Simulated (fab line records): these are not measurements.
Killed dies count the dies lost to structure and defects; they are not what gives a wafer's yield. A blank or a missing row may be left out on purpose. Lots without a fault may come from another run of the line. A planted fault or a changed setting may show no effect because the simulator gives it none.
fab line records	flow sky130
record lots=13	wafers=39	last-day=50
route steps=708 shown CONTACT@420 METAL1@448 METAL2@498
lots untouched by any fault: they come from a run of this same line in which no faults occurred
start-h: start of the lot's first displayed wafer, in hours after the record's first day	wait-h: hours elapsed since this lot's preceding step	" unchanged from the row above	L1.1+2: a single row standing in for several wafers	- no value, or no start was given	* or withheld: withheld	< > ~ a bound
route shown NAME@n: a module of which the file shows steps, and the number in the route of the first	usual: average and standard deviation across the fault-free wafers	same: alike in all rows	chamber/n: place in a boat	sites: the reading at each site	_std_site: the values' standard deviation	_edge_site: mean of outer sites minus mean of inner sites	radius-mm: for every site, how far away it sits from the centre of the wafer	mask NAME#n: copy n	behind: the most recent tool/chamber to have shaped the wafer	hold: what put the lot on hold/how long, in hours/how the hold closed	device: whichever transistor did not switch (one of n, p or np)	end of line: the tests these same wafers got at the end of their route	a step given without rows: its recipe and nothing more	killed: the dies lost at the first sort to structure and to defects; this is not the yield of the wafer	map: the dies of a wafer, with x for killed, . for not killed, _ for no die there
set.NAME: the setting the step ran with; set.NAME@STEP: the setting that earlier step ran with	model.NAME: the simulator's own value behind a step, which no gauge read
a sample of lots followed through the steps of the route, with each step as a table and each wafer as a row
## steps
# step SKY_CONTACT_CD_MEAS_14
# recipe target-cd-nm=170
# usual cd-nm=170.2/1.8
lot.wafer	tool	chamber	start-h	wait-h	cd-nm
L439.3	cd-sem-02	-	734.86	-	171.5
L439.5	"	-	"	"	169.4
L439.6	"	-	"	"	169.6
L440.1	cd-sem-01	-	745.23	-	169.1
L440.2	"	-	"	"	168.7
L440.5	"	-	"	"	167.3
L441.2	cd-sem-01	-	748.65	-	171.4
L441.3	"	-	"	"	172.5
L441.6	"	-	"	"	172.0
L442.3	cd-sem-02	-	766.18	-	169.1
L442.5	"	-	"	"	170.0
L442.6	"	-	"	"	170.2
L443.2	cd-sem-02	-	766.99	-	169.0
L443.3	"	-	"	"	169.2
L443.4	"	-	"	"	168.7
L448.2	cd-sem-02	-	819.71	-	171.7
L448.5	"	-	"	"	172.4
L448.6	"	-	"	"	171.7
L450.2	cd-sem-01	-	838.70	-	173.4
L450.4	"	-	"	"	172.7
L450.6	"	-	"	"	173.6
L452.3	cd-sem-01	-	864.83	-	170.3
L452.5	"	-	"	"	170.2
L452.6	"	-	"	"	169.5
L453.3	cd-sem-01	-	870.87	-	168.9
L453.5	"	-	"	"	168.4
L453.6	"	-	"	"	168.1
L454.1	cd-sem-01	-	871.97	-	167.7
L454.4	"	-	"	"	169.3
L454.5	"	-	"	"	168.2
L458.1	cd-sem-01	-	885.43	-	172.4
L458.2	"	-	"	"	171.2
L458.5	"	-	"	"	172.0
L460.1	cd-sem-01	-	909.18	-	171.1
L460.3	"	-	"	"	170.5
L460.4	"	-	"	"	170.6
L461.1	cd-sem-01	-	924.14	-	169.9
L461.2	"	-	"	"	169.9
L461.5	"	-	"	"	170.0
# step SKY_METAL1_DEVELOP_14
# recipe develop-time-s=60	resist=KrF-thick	dev-temp-c=21
# usual developer-temp-C=20.99/0.1	resist-line-temp-C=23.01/0.1
lot.wafer	tool	chamber	start-h	wait-h	developer-temp-C	resist-line-temp-C
L439.3	litho-track-01	0	763	-	20.92	23.07
L439.5	"	0	"	"	21.05	22.95
L439.6	"	0	"	"	21.16	22.84
L440.1	litho-track-04	0	773	-	20.97	23.11
L440.2	"	0	"	"	21.06	23.08
L440.5	"	0	774	-	21.06	23.01
L441.2	litho-track-04	0	776	-	20.94	22.80
L441.3	"	0	"	"	20.97	22.84
L441.6	"	0	777	-	20.93	22.91
L442.3	litho-track-03	0	794	-	20.99	23.28
L442.5	"	0	"	"	20.90	23.17
L442.6	"	0	"	"	20.74	23.16
L443.2	litho-track-03	0	795	-	21.00	23.01
L443.3	"	0	"	"	21.10	23.09
L443.4	"	0	"	"	21.04	23.03
L448.2	litho-track-03	0	848	-	21.05	23.10
L448.5	"	0	"	"	21.00	23.30
L448.6	"	0	"	"	21.04	23.16
L450.2	litho-track-01	0	866	-	21.61	22.98
L450.4	"	0	"	"	21.51	23.07
L450.6	"	0	"	"	21.66	23.03
L452.3	litho-track-01	0	892	-	21.74	22.90
L452.5	"	0	"	"	21.61	23.09
L452.6	"	0	"	"	21.64	23.01
L453.3	litho-track-04	0	897	-	21.17	23.08
L453.5	"	0	"	"	21.01	22.99
L453.6	"	0	"	"	20.98	23.07
L454.1	litho-track-03	0	899	-	21.25	22.97
L454.4	"	0	"	"	20.96	22.86
L454.5	"	0	"	"	21.00	23.01
L458.1	litho-track-03	0	911	-	21.03	22.90
L458.2	"	0	"	"	20.85	22.98
L458.5	"	0	"	"	21.14	22.98
L460.1	litho-track-03	0	936	-	20.91	23.10
L460.3	"	0	"	"	21.06	22.98
L460.4	"	0	"	"	21.05	23.02
L461.1	litho-track-03	0	950	-	21.01	23.17
L461.2	"	0	"	"	20.97	23.13
L461.5	"	0	"	"	21.07	23.08
# step SKY_METAL1_CD_MEAS_15
# recipe target-cd-nm=140
# usual cd-nm=140.1/1.6
lot.wafer	tool	chamber	start-h	wait-h	cd-nm
L439.3	cd-sem-01	-	763.31	-	138.8
L439.5	"	-	"	"	138.0
L439.6	"	-	"	"	139.6
L440.1	cd-sem-01	-	774.09	-	141.6
L440.2	"	-	"	"	142.2
L440.5	"	-	"	"	139.9
L441.2	cd-sem-01	-	777.06	-	142.3
L441.3	"	-	"	"	140.2
L441.6	"	-	"	"	139.9
L442.3	cd-sem-01	-	794.28	-	137.8
L442.5	"	-	"	"	138.5
L442.6	"	-	"	"	139.5
L443.2	cd-sem-02	-	795.21	-	140.6
L443.3	"	-	"	"	140.1
L443.4	"	-	"	"	140.7
L448.2	cd-sem-01	-	848.16	-	142.9
L448.5	"	-	"	"	142.1
L448.6	"	-	"	"	143.3
L450.2	cd-sem-01	-	866.49	-	139.2
L450.4	"	-	"	"	139.9
L450.6	"	-	"	"	140.0
L452.3	cd-sem-02	-	892.16	-	140.3
L452.5	"	-	"	"	140.7
L452.6	"	-	"	"	140.6
L453.3	cd-sem-01	-	897.93	-	137.9
L453.5	"	-	"	"	139.4
L453.6	"	-	"	"	138.8
L454.1	cd-sem-01	-	899.49	-	139.2
L454.4	"	-	"	"	138.0
L454.5	"	-	"	"	137.9
L458.1	cd-sem-02	-	912.04	-	142.7
L458.2	"	-	"	"	142.9
L458.5	"	-	"	"	143.2
L460.1	cd-sem-01	-	936.34	-	140.0
L460.3	"	-	"	"	138.1
L460.4	"	-	"	"	140.3
L461.1	cd-sem-01	-	950.64	-	139.8
L461.2	"	-	"	"	138.6
L461.5	"	-	"	"	138.0
# step SKY_METAL2_CD_MEAS_15
# recipe target-cd-nm=140
# usual cd-nm=140.1/1.6
lot.wafer	tool	chamber	start-h	wait-h	cd-nm
L439.3	cd-sem-02	-	818.58	-	140.2
L439.5	"	-	"	"	139.4
L439.6	"	-	"	"	139.8
L440.1	cd-sem-02	-	830.18	-	139.2
L440.2	"	-	"	"	140.9
L440.5	"	-	"	"	141.3
L441.2	cd-sem-01	-	833.30	-	141.5
L441.3	"	-	"	"	140.0
L441.6	"	-	"	"	141.8
L442.3	cd-sem-02	-	850.58	-	139.4
L442.5	"	-	"	"	140.1
L442.6	"	-	"	"	139.1
L443.2	cd-sem-01	-	850.91	-	140.8
L443.3	"	-	"	"	140.9
L443.4	"	-	"	"	140.7
L448.2	cd-sem-01	-	903.11	-	138.5
L448.5	"	-	"	"	139.3
L448.6	"	-	"	"	140.5
L450.2	cd-sem-02	-	919.81	-	138.5
L450.4	"	-	"	"	138.1
L450.6	"	-	"	"	139.1
L452.3	cd-sem-02	-	945.48	-	137.9
L452.5	"	-	"	"	136.2
L452.6	"	-	"	"	137.5
L453.3	cd-sem-01	-	952.07	-	138.1
L453.5	"	-	"	"	137.2
L453.6	"	-	"	"	138.0
L454.1	cd-sem-02	-	952.38	-	141.4
L454.4	"	-	"	"	139.7
L454.5	"	-	"	"	140.8
L458.1	cd-sem-02	-	963.69	-	141.0
L458.2	"	-	"	"	139.2
L458.5	"	-	"	"	140.3
L460.1	cd-sem-02	-	987.33	-	138.0
L460.3	"	-	"	"	138.3
L460.4	"	-	"	"	138.1
L461.1	cd-sem-01	-	999.59	-	139.4
L461.2	"	-	"	"	139.4
L461.5	"	-	"	"	138.5
## key
first-sign step=SKY_METAL1_DEVELOP_14	reading=developer-temp-C	direction=up	sigmas=6.2	usual=*	struck=*
effect none on later readings
met-at SKY_METAL1_DEVELOP_14
struck-lots L450,L452
not-acting-at SKY_CONTACT_CD_MEAS_14,SKY_METAL1_CD_MEAS_15,SKY_METAL2_CD_MEAS_15
onset-between 763 866
fault kind=process-parameter-drift	tool=litho-track-01	chamber=-	onset-h=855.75	steps=SKY_METAL1_DEVELOP_14	channel=dev-temp-c	offset=*	shape=step	end-h=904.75	acts-in=*	stated=*
